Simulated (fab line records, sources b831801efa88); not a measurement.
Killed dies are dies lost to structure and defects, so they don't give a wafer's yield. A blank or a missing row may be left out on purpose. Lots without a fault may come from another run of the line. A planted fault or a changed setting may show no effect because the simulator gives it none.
fab line records | flow sky130
record lots=6 wafers=18 last_day=50
route steps=708 shown METAL1@434 PAD_OPEN@708
lots that met no fault: from a run of the same line without faults
start_h: hours from the record's first day to the start of the lot's first wafer shown | wait_h: hours since the lot's step before | " the same as in the row above | L1.1+2: a row that stands for several wafers | - no value, or no start given | * or withheld: withheld | < > ~ a bound
route shown NAME@n: a module of which the file shows steps, and the number in the route of the first | usual: mean/standard deviation of fault-free wafers | same: alike in all rows | chamber/n: place in a boat | sites: the reading at each site | _std_site: their standard deviation | _edge_site: outer sites' mean less inner sites' | radius_mm: how far each site lies from the wafer's centre | mask NAME#n: copy n | behind: the tool/chamber that last shaped the wafer | hold: why the lot was held/for how many hours/how that ended | device: the transistor (n, p or np) that didn't switch | end of line: the same wafers' tests at the end of the route | a step without rows: its recipe alone | killed: dies lost to structure and defects at the first sort, not the wafer's yield | map: a wafer's dies, x killed, . not, _ none there
set.NAME: the setting as run; set.NAME@STEP: as run at that earlier step | model.NAME: the simulator's own value behind a step, which no gauge read
lots at some steps of the route; a table a step, a row a wafer
services: from which hour (start_h, from the record's first day; less than 0 if before it) a tool's chamber was out of use, for how many hours, and why
## steps
# step SKY_METAL1_SPUTTER_00
# recipe material=Ti target_thk_nm=15 power_w=3000 time_s=10 chamber_pressure_pa=0.4
# usual throttle_valve_pct=30.3/0.72
# same time_s=10
# columns lot.wafer tool chamber start_h wait_h throttle_valve_pct
L839.2 pvd_sputter-03 - 743.84 0.1 30.5
L839.4 " - " " 30.4
L839.6 " - " " 30.1
L848.1 pvd_sputter-03 - 835.17 0.2 30.4
L848.3 " - " " 30.8
L848.4 " - " " 30.2
L850.1 pvd_sputter-04 - 840.67 0.2 30.3
L850.4 " - " " 28.9
L850.5 " - " " 31.7
L853.3 pvd_sputter-01 - 859.86 0.1 31.4
L853.5 " - " " 29.4
L853.6 " - " " 30.4
L859.2 pvd_sputter-03 - 906.55 0.2 30.3
L859.5 " - " " 30.4
L859.6 " - " " 30.4
L861.1 pvd_sputter-04 - 912.37 0.1 31.8
L861.4 " - " " 28.7
L861.6 " - " " 30.1
# step SKY_METAL1_SPUTTER_01
# recipe material=TiN target_thk_nm=20 power_w=6500 time_s=16.7 chamber_pressure_pa=0.4
# step SKY_METAL1_SPUTTER_02
# recipe material=AlCu target_thk_nm=250 power_w=10600 time_s=13.3 chamber_pressure_pa=0.4
# usual throttle_valve_pct=30.3/0.71
# same time_s=13.3
# columns lot.wafer tool chamber start_h wait_h throttle_valve_pct
L839.2 pvd_sputter-03 - 743.89 0.0 30.3
L839.4 " - " " 30.3
L839.6 " - " " 30.0
L848.1 pvd_sputter-03 - 835.21 0.0 30.6
L848.3 " - " " 30.8
L848.4 " - " " 30.5
L850.1 pvd_sputter-04 - 840.72 0.0 30.1
L850.4 " - " " 28.6
L850.5 " - " " 31.4
L853.3 pvd_sputter-01 - 859.91 0.0 31.3
L853.5 " - " " 29.2
L853.6 " - " " 30.3
L859.2 pvd_sputter-03 - 906.60 0.0 29.8
L859.5 " - " " 30.2
L859.6 " - " " 30.0
L861.1 pvd_sputter-04 - 912.42 0.0 31.4
L861.4 " - " " 28.7
L861.6 " - " " 30.2
# step SKY_METAL1_SPUTTER_03
# recipe material=Ti target_thk_nm=5 power_w=3000 time_s=3.3 chamber_pressure_pa=0.4
# usual throttle_valve_pct=30.3/0.73
# same time_s=3.3
# columns lot.wafer tool chamber start_h wait_h throttle_valve_pct
L839.2 pvd_sputter-03 - 743.91 0.0 30.3
L839.4 " - " " 30.2
L839.6 " - " " 29.8
L848.1 pvd_sputter-03 - 835.24 0.0 30.4
L848.3 " - " " 30.7
L848.4 " - " " 30.2
L850.1 pvd_sputter-04 - 840.74 0.0 30.2
L850.4 " - " " 28.7
L850.5 " - " " 31.3
L853.3 pvd_sputter-01 - 859.93 0.0 31.4
L853.5 " - " " 29.3
L853.6 " - " " 30.2
L859.2 pvd_sputter-03 - 906.62 0.0 30.1
L859.5 " - " " 30.4
L859.6 " - " " 29.8
L861.1 pvd_sputter-04 - 912.44 0.0 31.8
L861.4 " - " " 28.5
L861.6 " - " " 30.1
# step SKY_METAL1_SPUTTER_04
# recipe material=TiN target_thk_nm=70 power_w=6500 time_s=58.3 chamber_pressure_pa=0.4
# step SKY_METAL1_RS_MEAS_05
# recipe thk_meas_gauge=four-point-probe reads=TiN_of_METAL1_SPUTTER_04+Ti_of_METAL1_SPUTTER_03+AlCu_of_METAL1_SPUTTER_02+TiN_of_METAL1_SPUTTER_01+Ti_of_METAL1_SPUTTER_00
# usual METAL1_ALCU_RS=0.1273/0.0018
# columns lot.wafer tool chamber start_h wait_h METAL1_ALCU_RS[ohm/sq]
L839.2 film_metro-04 - 744.00 0.0 0.1299
L839.4 " - " " 0.1286
L839.6 " - " " 0.1286
L848.1 film_metro-03 - 835.31 0.0 0.1272
L848.3 " - " " 0.1259
L848.4 " - " " 0.1295
L850.1 film_metro-04 - 840.81 0.0 0.1281
L850.4 " - " " 0.1256
L850.5 " - " " 0.1274
L853.3 film_metro-04 - 860.04 0.1 0.1251
L853.5 " - " " 0.1292
L853.6 " - " " 0.1275
L859.2 film_metro-02 - 906.71 0.0 0.1302
L859.5 " - " " 0.1314
L859.6 " - " " 0.1309
L861.1 film_metro-03 - 912.51 0.0 0.1265
L861.4 " - " " 0.1241
L861.6 " - " " 0.1257
# step SKY_METAL1_THK_MEAS_06
# recipe thk_meas_gauge=xrf reads=AlCu_of_METAL1_SPUTTER_02
# usual METAL1_ALCU_THK=249/3.6
# columns lot.wafer tool chamber start_h wait_h METAL1_ALCU_THK[nm]
L839.2 film_metro-04 - 744.11 0.1 244
L839.4 " - " " 246
L839.6 " - " " 246
L848.1 film_metro-03 - 835.43 0.1 245
L848.3 " - " " 249
L848.4 " - " " 244
L850.1 film_metro-04 - 840.93 0.1 247
L850.4 " - " " 254
L850.5 " - " " 249
L853.3 film_metro-04 - 860.14 0.1 253
L853.5 " - " " 247
L853.6 " - " " 250
L859.2 film_metro-02 - 906.82 0.1 245
L859.5 " - " " 240
L859.6 " - " " 242
L861.1 film_metro-03 - 912.63 0.1 250
L861.4 " - " " 256
L861.6 " - " " 251
# step SKY_METAL1_DEHYDRATE_07
# recipe temp_c=200 time_s=60
# step SKY_METAL1_HMDS_08
# recipe prime_time_s=60 prime_temp_c=120
# step SKY_METAL1_COAT_09
# recipe resist=BARC temp_c=withheld time_s=withheld spin_rpm=3000 resist_thk_nm=60
# step SKY_METAL1_COAT_10
# recipe resist=KrF-thick spin_rpm=3000 resist_thk_nm=450
# step SKY_METAL1_SOFTBAKE_11
# recipe temp_c=100 time_s=88.62 resist=KrF-thick
# step SKY_METAL1_EXPOSE_12
# recipe mask_id=MM1 na=0.8 source_shape=annular sigma_inner=0.55 sigma_outer=0.85 target_cd_nm=140 dose_mj=28
# usual exposure_dose_mJ_cm2=27.983/0.025 reticle_temp_C=22.99/0.096
# columns lot.wafer tool chamber start_h wait_h mask exposure_dose_mJ_cm2 reticle_temp_C
L839.2 krf_scanner-02 0 757.79 - MM1#0 27.985 23.23
L839.4 " 0 " " MM1#0 28.002 23.07
L839.6 " 0 " " MM1#0 27.961 23.13
L848.1 krf_scanner-01 0 840.52 - MM1#0 27.980 22.93
L848.3 " 0 " " MM1#0 27.968 22.96
L848.4 " 0 " " MM1#0 27.931 22.87
L850.1 krf_scanner-01 0 851.59 - MM1#0 27.985 22.89
L850.4 " 0 " " MM1#0 28.023 23.01
L850.5 " 0 " " MM1#0 27.976 23.10
L853.3 krf_scanner-02 0 871.74 - MM1#0 27.978 23.05
L853.5 " 0 " " MM1#0 28.025 23.04
L853.6 " 0 " " MM1#0 27.974 23.00
L859.2 krf_scanner-02 0 919.12 - MM1#0 25.307 22.98
L859.5 " 0 " " MM1#0 25.268 22.86
L859.6 " 0 " " MM1#0 25.324 22.87
L861.1 krf_scanner-02 0 923.16 - MM1#0 25.335 22.94
L861.4 " 0 " " MM1#0 25.351 22.91
L861.6 " 0 " " MM1#0 25.284 22.95
# step SKY_METAL1_PEB_13
# recipe peb_temp_c=withheld peb_time_s=withheld resist=KrF-thick
# step SKY_METAL1_DEVELOP_14
# recipe develop_time_s=60 resist=KrF-thick dev_temp_c=21
# step SKY_METAL1_CD_MEAS_15
# recipe target_cd_nm=140
# usual cd_nm=140.5/2.1
# columns lot.wafer tool chamber start_h wait_h hold cd_nm
L839.2 cd_sem-02 - 770.89 - - 145.0
L839.4 " - " " - 144.9
L839.6 " - " " - 144.0
L848.1 cd_sem-01 - 851.11 - - 142.8
L848.3 " - " " - 141.3
L848.4 " - " " - 140.0
L850.1 cd_sem-01 - 864.28 - - 140.9
L850.4 " - " " - 140.8
L850.5 " - " " - 141.5
L853.3 cd_sem-01 - 884.68 - - 141.5
L853.5 " - " " - 142.1
L853.6 " - " " - 142.6
L859.2 cd_sem-02 - 931.43 - await_dispo/0.2h/release 159.4
L859.5 " - " " await_dispo/0.2h/release 160.0
L859.6 " - " " await_dispo/0.2h/release 159.6
L859.2 cd_sem-02 - 931.72 0.3 - 159.3
L859.5 " - " " - 159.8
L859.6 " - " " - 159.2
L861.1 cd_sem-02 - 937.18 - await_dispo/0.2h/release 160.8
L861.4 " - " " await_dispo/0.2h/release 160.1
L861.6 " - " " await_dispo/0.2h/release 159.3
L861.1 cd_sem-02 - 937.46 0.3 - 160.5
L861.4 " - " " - 160.2
L861.6 " - " " - 159.4
# step SKY_METAL1_OVL_MEAS_16
# usual METAL1_OVL=1/4.7
# columns lot.wafer tool chamber start_h wait_h hold METAL1_OVL[nm]
L839.2 overlay-02 - 771.00 0.1 - -7
L839.4 " - " " - 4
L839.6 " - " " - -6
L848.1 overlay-02 - 851.23 0.1 - 6
L848.3 " - " " - 5
L848.4 " - " " - 5
L850.1 overlay-02 - 864.40 0.1 - 11
L850.4 " - " " - 5
L850.5 " - " " - 6
L853.3 overlay-01 - 884.77 0.1 - 1
L853.5 " - " " - 3
L853.6 " - " " - 2
L859.2 overlay-02 - 936.07 4.3 await_dispo/3.9h/release 10
L859.5 " - " " await_dispo/3.9h/release 3
L859.6 " - " " await_dispo/3.9h/release 2
L861.1 overlay-02 - 941.31 3.8 await_dispo/3.7h/release 7
L861.4 " - " " await_dispo/3.7h/release 6
L861.6 " - " " await_dispo/3.7h/release -4
# step SKY_METAL1_DESCUM_17
# recipe chemistry=O2 source_power_w=150 bias_power_w=0 pressure_mtorr=10 temp_c=40 time_s=8
# usual drypump_motor_current_A=5.6/0.44 oes_product_au=1.015/0.01 rf_fwd_power_W=147.2/0.73
# same bias_power_w=0 time_s=8
# columns lot.wafer tool chamber start_h wait_h drypump_motor_current_A oes_product_au rf_fwd_power_W rf_hours_counter_h model.METAL1.cd_nm
L839.2 rie_metal-01 0 771.03 0.0 6.0 1.013 148.0 12 144.3
L839.4 " 1 " " 5.4 1.020 148.1 - 144.5
L839.6 " 0 " " 6.0 1.027 148.4 - 143.4
L848.1 rie_metal-01 1 851.27 0.0 5.4 1.022 148.3 1 143.1
L848.3 " 1 " " 5.4 1.020 148.2 - 141.5
L848.4 " 1 " " 5.4 1.023 147.5 - 141
L850.1 rie_metal-01 1 864.43 0.0 5.4 1.023 147.8 1 140.6
L850.4 " 0 " " 6.0 1.021 148.3 - 139.7
L850.5 " 0 " " 6.0 1.030 147.9 - 140.8
L853.3 rie_metal-02 1 884.81 0.0 5.3 1.023 145.7 - 141.8
L853.5 " 1 " " 5.3 1.022 145.8 - 142.3
L853.6 " 0 " " 5.2 1.007 146.8 - 142.1
L859.2 rie_metal-03 1 936.10 0.0 5.7 1.017 146.5 8 160
L859.5 " 0 " " 6.5 1.018 147.4 - 161.8
L859.6 " 1 " " 5.7 1.017 147.0 - 160.5
L861.1 rie_metal-02 0 941.35 0.0 5.1 1.007 146.2 7 160.8
L861.4 " 0 " " 5.1 1.005 146.5 - 160.1
L861.6 " 1 " " 5.3 1.013 146.8 - 158.9
# step SKY_METAL1_ETCH_18
# recipe chemistry=N2/H2 target=BARC ion_energy_ev=200 bias_w=100 pressure_mtorr=30 n2_flow_sccm=100 h2_flow_sccm=200 icp_w=500 stop_on=SiO2 time_s=45.9 target_depth_a=600
# usual drypump_motor_current_A=5.6/0.44 oes_product_au=0.854/0.005 rf_fwd_power_W=494.9/1.9 throttle_valve_pct=13.224/0.0093
# same time_s=45.9
# columns lot.wafer tool chamber start_h wait_h drypump_motor_current_A oes_product_au rf_fwd_power_W rf_hours_counter_h throttle_valve_pct
L839.2 rie_metal-01 0 771.07 0.0 6.0 0.856 494.0 12 13.212
L839.4 " 1 " " 5.4 0.853 498.1 - 13.224
L839.6 " 0 " " 6.0 0.856 495.9 - 13.213
L848.1 rie_metal-01 1 851.33 0.1 5.4 0.847 497.7 1 13.231
L848.3 " 1 " " 5.4 0.855 497.0 - 13.224
L848.4 " 1 " " 5.4 0.857 497.1 - 13.216
L850.1 rie_metal-01 1 864.46 0.0 5.4 0.845 497.7 1 13.217
L850.4 " 0 " " 6.0 0.852 497.3 - 13.238
L850.5 " 0 " " 6.0 0.860 496.4 - 13.214
L853.3 rie_metal-02 1 884.85 0.0 5.3 0.853 492.3 - 13.205
L853.5 " 1 " " 5.3 0.853 493.4 - 13.231
L853.6 " 0 " " 5.2 0.850 493.4 - 13.222
L859.2 rie_metal-03 1 936.13 0.0 5.7 0.861 495.6 8 13.227
L859.5 " 0 " " 6.4 0.857 494.3 - 13.211
L859.6 " 1 " " 5.8 0.853 496.5 - 13.225
L861.1 rie_metal-02 0 941.38 0.0 5.2 0.849 498.1 7 13.221
L861.4 " 0 " " 5.2 0.847 497.8 - 13.234
L861.6 " 1 " " 5.3 0.852 491.5 - 13.224
# step SKY_METAL1_METAL_ETCH_19
# recipe target_depth_a=3600 stop_on=SiO2 over_etch_frac=0.3 time_s=78 chemistry=Cl2/BCl3 resist_sidewall_deg=88 pressure_mtorr=10 icp_w=900 bias_w=48.5 Cl2_flow_sccm=60 bcl3_flow_sccm=30
# usual drypump_motor_current_A=5.6/0.44 mfc_cl2_sccm=59.95/0.16 oes_product_au=0.853/0.0066 rf_fwd_power_W=894.0/2.9 throttle_valve_pct=22.264/0.0091
# same time_s=78
# columns lot.wafer tool chamber start_h wait_h drypump_motor_current_A mfc_cl2_sccm oes_product_au rf_fwd_power_W rf_hours_counter_h throttle_valve_pct model.METAL1.cd_nm
L839.2 rie_metal-01 0 771.16 0.1 6.0 59.79 0.844 894.8 12 22.258 143.6
L839.4 " 1 " " 5.4 60.03 0.851 894.9 - 22.275 141.6
L839.6 " 0 " " 6.0 59.97 0.847 896.0 - 22.255 143.7
L848.1 rie_metal-01 1 851.46 0.1 5.4 59.88 0.853 897.2 1 22.261 141.9
L848.3 " 1 " " 5.4 59.77 0.853 900.4 - 22.263 141
L848.4 " 1 " " 5.4 59.69 0.853 896.6 - 22.250 141.4
L850.1 rie_metal-01 1 864.53 0.0 5.4 59.93 0.848 892.8 1 22.267 139.4
L850.4 " 0 " " 6.0 60.13 0.859 894.0 - 22.258 138.8
L850.5 " 0 " " 6.0 60.25 0.853 900.3 - 22.275 140.7
L853.3 rie_metal-02 1 884.92 0.1 5.3 59.85 0.858 888.7 - 22.273 144.7
L853.5 " 1 " " 5.2 59.90 0.849 888.2 - 22.277 143.7
L853.6 " 0 " " 5.1 59.92 0.860 895.5 - 22.270 140.8
L859.2 rie_metal-03 1 936.19 0.0 5.7 59.99 0.843 893.0 8 22.278 154.9
L859.5 " 0 " " 6.4 60.23 0.843 892.1 - 22.267 159.4
L859.6 " 1 " " 5.7 59.62 0.840 892.0 - 22.255 155.2
L861.1 rie_metal-02 0 941.44 0.0 5.2 60.18 0.856 893.4 7 22.274 161.7
L861.4 " 0 " " 5.2 59.93 0.864 893.7 - 22.266 160.7
L861.6 " 1 " " 5.2 60.02 0.862 894.3 - 22.267 162.1
# step SKY_METAL1_STRIP_20
# recipe chemistry=O2/N2 power_w=1400 pressure_mtorr=1500 platen_temp_c=withheld o2_flow_sccm=3000 n2_flow_sccm=300 overash_fraction=0.5
# usual drypump_motor_current_A=5.4/0.45 oes_product_au=0.340/0.0047 strip_time_to_endpoint_s=2.62/0.041
# columns lot.wafer tool chamber start_h wait_h drypump_motor_current_A oes_product_au rf_hours_counter_h strip_time_to_endpoint_s
L839.2 plasma_asher-03 1 771.28 0.1 5.3 0.337 4 2.65
L839.4 " 1 " " 5.4 0.336 - 2.61
L839.6 " 0 " " 5.5 0.339 - 2.66
L848.1 plasma_asher-03 0 851.64 0.1 5.5 0.330 12 2.55
L848.3 " 0 " " 5.5 0.335 - 2.56
L848.4 " 1 " " 5.4 0.337 - 2.57
L850.1 plasma_asher-02 1 864.62 0.1 6.1 0.341 40 2.58
L850.4 " 1 " " 6.1 0.348 - 2.63
L850.5 " 0 " " 4.9 0.338 - 2.60
L853.3 plasma_asher-02 1 885.01 0.1 6.1 0.338 - 2.56
L853.5 " 1 " " 6.1 0.339 - 2.58
L853.6 " 0 " " 5.0 0.334 - 2.63
L859.2 plasma_asher-03 1 936.28 0.1 5.4 0.344 18 2.59
L859.5 " 0 " " 5.5 0.339 - 2.61
L859.6 " 1 " " 5.4 0.342 - 2.62
L861.1 plasma_asher-02 0 941.55 0.1 4.9 0.345 48 2.66
L861.4 " 1 " " 6.1 0.342 - 2.69
L861.6 " 0 " " 5.0 0.339 - 2.59
# step SKY_PAD_OPEN_PROBE_99
# usual defect_limited_yield=82.8/1.8 killed_at_M0_to_M3=42/5.8 killed_at_M4_up=3.0/2 killed_at_contacts=24/5.5 killed_at_front_end=15/3.9 killed_at_other=0.3/0.54 killed_dies=85/8.8 killed_on_rim=16/3.7 killed_open=47/6.8 killed_short=38/5.9 sort_bin_3_pad_short=0.9/0.41 sort_bin_5_function=10.1/1.4 sort_bin_6_memory=6.2/1.2 sort_n_pass=407/8.8 sort_yield_pct=82.8/1.8
# same gross_dies=492 killed_at_back_side=0 sort_bin_4_leakage[%]=0 sort_bin_8_speed[%]=0
# columns lot.wafer tool chamber start_h wait_h hold defect_limited_yield[%] killed_at_M0_to_M3 killed_at_M4_up killed_at_contacts killed_at_front_end killed_at_other killed_dies killed_on_rim killed_open killed_short sort_bin_3_pad_short[%] sort_bin_5_function[%] sort_bin_6_memory[%] sort_n_pass sort_yield_pct[%] model.etest.met1.width_nm model.etest.tester.sort_bin_3_pct model.etest.met1.line_ohm_um
L839.2 prober-02 - 1088.67 0.1 - 83.9 35 5 23 16 0 79 16 41 38 1.0 10.0 5.1 413 83.9 146.8 1.016 0.8953
L839.4 prober-02 - 1088.77 0.2 - 78.9 44 3 38 19 0 104 14 54 50 0.2 13.6 7.3 388 78.9 139.2 0.2033 0.9348
L839.6 prober-02 - 1088.87 0.2 - 86.4 34 0 11 22 0 67 19 32 35 1.0 6.7 5.9 425 86.4 144.3 1.016 0.908
L848.1 prober-01 - 1139.93 0.1 - 82.7 40 5 24 16 0 85 17 39 46 0.8 10.4 6.1 407 82.7 146.5 0.813 0.8801
L848.3 prober-01 - 1140.03 0.2 - 85.6 34 3 20 13 1 71 12 39 32 1.2 7.3 5.9 421 85.6 144.8 1.22 0.882
L848.4 prober-01 - 1140.08 0.2 - 82.7 46 2 18 18 1 85 16 47 38 0.4 11.2 5.7 407 82.7 146 0.4065 0.8853
L850.1 prober-02 - 1154.28 0.1 - 78.7 56 5 32 12 0 105 17 52 53 0.2 14.2 6.9 387 78.7 139.5 0.2033 0.9341
L850.4 prober-02 - 1154.43 0.2 - 86.2 31 6 19 12 0 68 15 36 32 0.6 7.3 5.9 424 86.2 139.7 0.6098 0.9082
L850.5 prober-02 - 1154.48 0.2 - 79.9 53 5 28 13 0 99 20 53 46 1.4 12.6 6.1 393 79.9 141.9 1.423 0.9082
L853.3 prober-02 - 1165.07 0.2 - 84.6 44 6 15 11 0 76 11 42 34 0.6 10.2 4.7 416 84.6 145.9 0.6098 0.8774
L853.5 prober-02 - 1165.17 0.2 - 82.1 37 3 33 14 1 88 14 46 42 1.8 10.0 6.1 404 82.1 145.7 1.829 0.8936
L853.6 prober-02 - 1165.22 0.2 - 83.1 44 3 20 16 0 83 14 42 41 1.4 9.8 5.7 409 83.1 141.6 1.423 0.9123
L859.2 prober-02 - 1197.06 0.1 await_dispo/7.1h/release 81.9 49 2 27 11 0 89 21 48 33 1.8 8.3 7.9 403 81.9 156.3 1.829 0.8484
L859.5 prober-02 - 1197.21 0.2 await_dispo/7.1h/release 75.0 87 2 20 14 0 123 45 36 42 9.6 10.6 4.9 369 75.0 162.6 9.553 0.8204
L859.6 prober-02 - 1197.26 0.2 await_dispo/7.1h/release 83.7 42 5 22 11 0 80 21 40 32 2.2 9.3 4.7 412 83.7 153 2.236 0.8784
L861.1 prober-01 - 1201.43 0.1 await_dispo/6.2h/scrap 62.0 151 3 16 17 0 187 72 34 33 24.8 8.7 4.5 305 62.0 - - -
L861.4 prober-01 - 1201.58 0.2 await_dispo/6.2h/scrap 66.1 125 4 27 11 0 167 56 33 40 19.7 9.3 4.9 325 66.1 - - -
L861.6 prober-01 - 1201.68 0.2 await_dispo/6.2h/scrap 53.9 178 6 23 20 0 227 77 49 32 30.1 10.0 6.1 265 53.9 - - -
# killed by level:class
L839.2 VIA1:geometric_particle:open=8 FIELD_ISO:geometric_particle:open=7 CONTACT:geometric_particle:open=7 CONTACT:geometric_particle:short=6 LOCAL_INTERCONNECT:geometric_particle:short=5 VIA2:geometric_particle:open=5 VIA3:geometric_particle:open=5 FIELD_ISO:geometric_particle:short=4
L839.4 VIA1:geometric_particle:open=13 CONTACT:geometric_particle:open=13 LI_CONTACT:geometric_particle:open=8 LOCAL_INTERCONNECT:geometric_particle:short=7 METAL1:geometric_particle:short=6 VIA3:geometric_particle:open=6 CONTACT:geometric_particle:short=6 METAL2:geometric_particle:short=5
L839.6 VIA1:geometric_particle:open=12 POLY_GATE:geometric_particle:short=6 FIELD_ISO:geometric_particle:short=5 CONTACT:geometric_particle:short=5 METAL1:geometric_particle:short=5 METAL2:geometric_particle:short=5 POLY_GATE:geometric_particle:open=4 FIELD_ISO:geometric_particle:open=3
L848.1 CONTACT:geometric_particle:open=8 VIA1:geometric_particle:open=8 VIA1:geometric_particle:short=7 FIELD_ISO:geometric_particle:short=5 LOCAL_INTERCONNECT:geometric_particle:short=5 VIA2:geometric_particle:short=5 VIA3:geometric_particle:open=5 FIELD_ISO:geometric_particle:open=4
L848.3 CONTACT:geometric_particle:open=9 VIA2:geometric_particle:open=8 VIA1:geometric_particle:open=8 METAL2:geometric_particle:short=5 POLY_GATE:geometric_particle:short=4 FIELD_ISO:geometric_particle:short=3 FIELD_ISO:geometric_particle:open=3 LI_CONTACT:geometric_particle:open=3
L848.4 VIA1:geometric_particle:open=12 CONTACT:geometric_particle:open=8 FIELD_ISO:geometric_particle:short=6 VIA1:geometric_particle:short=6 VIA2:geometric_particle:open=5 VIA3:geometric_particle:open=5 POLY_GATE:geometric_particle:open=4 CONTACT:geometric_particle:short=4
L850.1 CONTACT:geometric_particle:open=13 VIA2:geometric_particle:open=11 LI_CONTACT:geometric_particle:open=9 VIA1:geometric_particle:open=9 METAL2:geometric_particle:short=9 METAL1:geometric_particle:short=6 FIELD_ISO:geometric_particle:open=5 LI_CONTACT:geometric_particle:short=5
L850.4 CONTACT:geometric_particle:open=9 METAL1:geometric_particle:short=6 VIA1:geometric_particle:open=6 VIA2:geometric_particle:open=6 VIA3:geometric_particle:open=6 METAL4:geometric_particle:short=6 POLY_GATE:geometric_particle:short=5 LI_CONTACT:geometric_particle:short=4
L850.5 CONTACT:geometric_particle:open=15 METAL2:geometric_particle:short=10 VIA2:geometric_particle:open=9 VIA3:geometric_particle:open=8 METAL1:geometric_particle:short=7 VIA1:geometric_particle:open=7 METAL3:geometric_particle:short=5 CONTACT:geometric_particle:short=4
L853.3 VIA1:geometric_particle:open=13 METAL2:geometric_particle:short=8 VIA3:geometric_particle:open=7 LI_CONTACT:geometric_particle:open=6 CONTACT:geometric_particle:open=5 METAL3:geometric_particle:short=5 METAL1:geometric_particle:short=3 SPACER:geometric_particle:short=3
L853.5 CONTACT:geometric_particle:open=11 VIA1:geometric_particle:open=11 LI_CONTACT:geometric_particle:open=8 LI_CONTACT:geometric_particle:short=6 VIA1:geometric_particle:short=6 LOCAL_INTERCONNECT:geometric_particle:short=5 METAL2:geometric_particle:short=4 FIELD_ISO:geometric_particle:short=3
L853.6 CONTACT:geometric_particle:open=12 METAL2:geometric_particle:short=8 VIA3:geometric_particle:open=7 VIA2:geometric_particle:open=6 FIELD_ISO:geometric_particle:open=5 VIA1:geometric_particle:open=5 VIA3:geometric_particle:short=5 METAL1:geometric_particle:short=5
L859.2 LI_CONTACT:geometric_particle:open=11 VIA1:geometric_particle:open=10 METAL1:area_expose=8 VIA2:geometric_particle:open=7 LI_CONTACT:geometric_particle:short=5 VIA2:geometric_particle:short=5 VIA3:geometric_particle:open=5 FIELD_ISO:geometric_particle:open=4
L859.5 METAL1:area_expose=45 METAL2:geometric_particle:short=10 VIA2:geometric_particle:open=9 CONTACT:geometric_particle:open=6 METAL1:geometric_particle:short=6 VIA1:geometric_particle:open=6 FIELD_ISO:geometric_particle:short=5 CONTACT:geometric_particle:short=5
L859.6 LI_CONTACT:geometric_particle:open=8 CONTACT:geometric_particle:open=8 METAL1:area_expose=7 VIA1:geometric_particle:open=6 VIA3:geometric_particle:open=6 CONTACT:geometric_particle:short=5 FIELD_ISO:geometric_particle:open=4 METAL1:geometric_particle:short=4
L861.1 METAL1:area_expose=115 VIA1:geometric_particle:open=12 VIA1:geometric_particle:short=8 FIELD_ISO:geometric_particle:open=5 NWELL:coat_microbubble_printed=5 METAL2:geometric_particle:short=5 FIELD_ISO:geometric_particle:short=4 LI_CONTACT:geometric_particle:open=4
L861.4 METAL1:area_expose=92 CONTACT:geometric_particle:open=7 LI_CONTACT:geometric_particle:open=6 VIA1:geometric_particle:open=6 LI_CONTACT:geometric_particle:short=5 CONTACT:geometric_particle:short=5 METAL1:geometric_particle:short=5 METAL2:geometric_particle:short=5
L861.6 METAL1:area_expose=145 LI_CONTACT:geometric_particle:open=10 VIA1:geometric_particle:open=10 CONTACT:geometric_particle:open=8 FIELD_ISO:geometric_particle:open=7 METAL2:geometric_particle:short=7 METAL4:geometric_particle:short=5 FIELD_ISO:geometric_particle:short=4
# map L859.5 (x killed, . not)
__________........x._________
________xx.x...xx.xx.x_______
______x.x..xx.xxx....xx._____
_____.....x....x.......x.____
____xx......x...........x.___
___x...x.........x.........__
__........x..x.....xxx....xx_
_x.xxx....xx.x..........x....
_...........x..x....x....xx.x
_x..x.........xx..........x..
_xx.x..x....x....xxx...x..x..
_xx........x.....x...x.......
_x..x........................
_xxx...x...........x....x.x.x
_.xx.........x.............xx
__xxxx........xx.....x..xxx._
___.x....................x.__
____x.x.........x.x..x....___
_____x...............x...____
______.x.xxxxx.......xxx_____
________..x...xxxx.x.._______
__________xx.x.xx..._________
# map L861.6 (x killed, . not)
__________xxx.xxxxx._________
________.xxxxx.x.x.x.._______
______xxx..xxxx..x..xxxx_____
_____xxx.xx..x..x.xx..xxx____
____xxxxxx.........x.....x___
___.xx....x..x..x.x...xx.xx__
__xx.x......x.....xx..xx.xxx_
_.xx.xxx.......x..xx.x.xxxxxx
_xxx....x.x...........x...xx.
_x.x..x....x...x..x.....x.xxx
_x.x.............x...x.xxxxxx
_..xxx..x...xx.x..xx.x.x.x.x.
_x.x.x..x.....x....xxx....x.x
_xxx..xx..xx..x..........xx.x
_xxxxxx............x..xx.x.xx
__xx..x.xx.x.....x.......xxx_
___x...xx..............xx.x__
____..xx.xx.x.........xx.x___
_____xx..x..xxxx.x.xxxxxx____
______xxxxxxxx..x...x..x_____
________.xxxxx.xx..xxx_______
__________xxxxxxxxxx_________
## services
# columns tool chamber start_h hours kind
plasma_asher-03 - 733.75 9.0 pm
plasma_asher-02 - 738.30 37.4 repair
krf_scanner-02 - 744.59 1.3 pm
krf_scanner-02 - 747.87 0.8 pm
pvd_sputter-03 - 749.38 1.0 repair
krf_scanner-01 - 751.68 1.3 pm
pvd_sputter-04 - 766.16 1.9 repair
krf_scanner-01 - 792.83 0.6 repair
krf_scanner-01 - 794.42 1.0 pm
krf_scanner-02 - 798.82 1.0 pm
krf_scanner-01 - 805.15 3.6 pm
krf_scanner-01 - 812.66 1.3 repair
krf_scanner-01 - 825.66 0.8 pm
pvd_sputter-04 - 826.58 7.5 repair
krf_scanner-02 - 838.56 4.4 pm
rie_metal-01 - 839.89 2.8 pm
rie_metal-01 0 845.45 16.1 repair
krf_scanner-02 - 845.76 0.8 pm
plasma_asher-03 - 901.00 20.1 pm
pvd_sputter-03 - 904.17 1.0 repair
krf_scanner-02 - 908.39 0.7 repair
krf_scanner-02 - 916.67 0.8 pm
krf_scanner-02 - 920.49 1.3 pm
krf_scanner-01 - 927.58 1.3 pm
## key
first_sign step=SKY_METAL1_EXPOSE_12 reading=exposure_dose_mJ_cm2 direction=down sigmas=99+ usual=* struck=*
effect step=SKY_METAL1_CD_MEAS_15 reading=visit direction=added through=control_loop
effect step=SKY_METAL1_CD_MEAS_15 reading=cd_nm direction=up sigmas=9.3 usual=140.5 struck=159.9 through=control_loop
effect step=SKY_PAD_OPEN_PROBE_99 reading=sort_bin_3_pad_short direction=up sigmas=34 usual=0.9 struck=14.7
model_effect step=SKY_METAL1_DESCUM_17 value=METAL1.cd_nm without=140.8 struck=160.3
model_effect step=SKY_METAL1_METAL_ETCH_19 value=METAL1.cd_nm without=139.4 struck=159
model_effect step=SKY_PAD_OPEN_PROBE_99 value=etest.met1.width_nm without=137.8 struck=157.3
more_kills_born_at SKY_METAL1_EXPOSE_12@krf_scanner-02=412
met_at SKY_METAL1_EXPOSE_12
struck_wafers L859.2,L859.5,L859.6,L861.1,L861.4,L861.6
loop_trim step=SKY_METAL1_EXPOSE_12 setting=dose lots=L859,L861
onset_between 871.74 919.12
fault kind=process_parameter_drift tool=krf_scanner-02 chamber=- onset_h=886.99 steps=SKY_METAL1_EXPOSE_12 channel=dose_mj offset=-3.4208 shape=step acts_in=these_recipes_only stated=28
# loop_trim: a control loop set the setting to another value than it would have without faults
